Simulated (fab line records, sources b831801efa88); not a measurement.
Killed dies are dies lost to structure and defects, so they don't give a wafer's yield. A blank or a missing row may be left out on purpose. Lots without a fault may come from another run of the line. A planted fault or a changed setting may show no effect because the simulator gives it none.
Chamber matching | flow sky130 | SKY_CONTACT_CMP_04 on cmp-01: 4 sister chambers
The step polishes SiO2. 4 wafers are shown with their chamber, then 11 later ones without.

WAFERS WITH THEIR CHAMBER
wafer  | chamber | motor_current_A (A)
L083.6 | 0       | 11.2
L084.5 | 1       | 11.7
L084.6 | 2       | 12.6
L086.2 | 3       | 10.7

WAFERS WITHOUT THEIR CHAMBER
wafer  | motor_current_A (A)
L086.5 | 11.4
L086.6 | 11.0
L091.1 | 12.5
L091.3 | 11.0
L091.4 | 11.7
L092.3 | 11.9
L092.4 | 11.3
L092.5 | 11.0
L096.2 | 13.1
L096.3 | 11.5
L096.4 | 11.7

WHICH CHAMBER EACH WENT THROUGH
wafer  | from the rows above     | in truth
L086.5 | can't be placed: 0 or 1 | 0
L086.6 | can't be placed: 0 or 3 | 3
L091.1 | 2                       | 2
L091.3 | can't be placed: 0 or 3 | 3
L091.4 | 1                       | 1
L092.3 | 1                       | 1
L092.4 | can't be placed: 0 or 1 | 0
L092.5 | can't be placed: 0 or 3 | 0
L096.2 | 2                       | 2
L096.3 | can't be placed: 1 or 0 | 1
L096.4 | 1                       | 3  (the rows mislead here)
Placed correctly: 4 of 11. Can't be placed from these rows: 6 (the true chamber is among the candidates in 6). Placed wrongly: 1.
How it was worked out, from the rows above alone: a wafer's distance from a chamber is the root of the sum, over the readings, of the square of ((its reading less the chamber's mean) divided by the reading's scatter). The wafer belongs to the nearest chamber; if the next one is less than 2 further off, it can't be placed. A chamber's mean is the mean of its shown wafers. The scatter: with one shown wafer a chamber, the root of the mean of the squares of how far each hidden wafer lies from its nearest shown one.
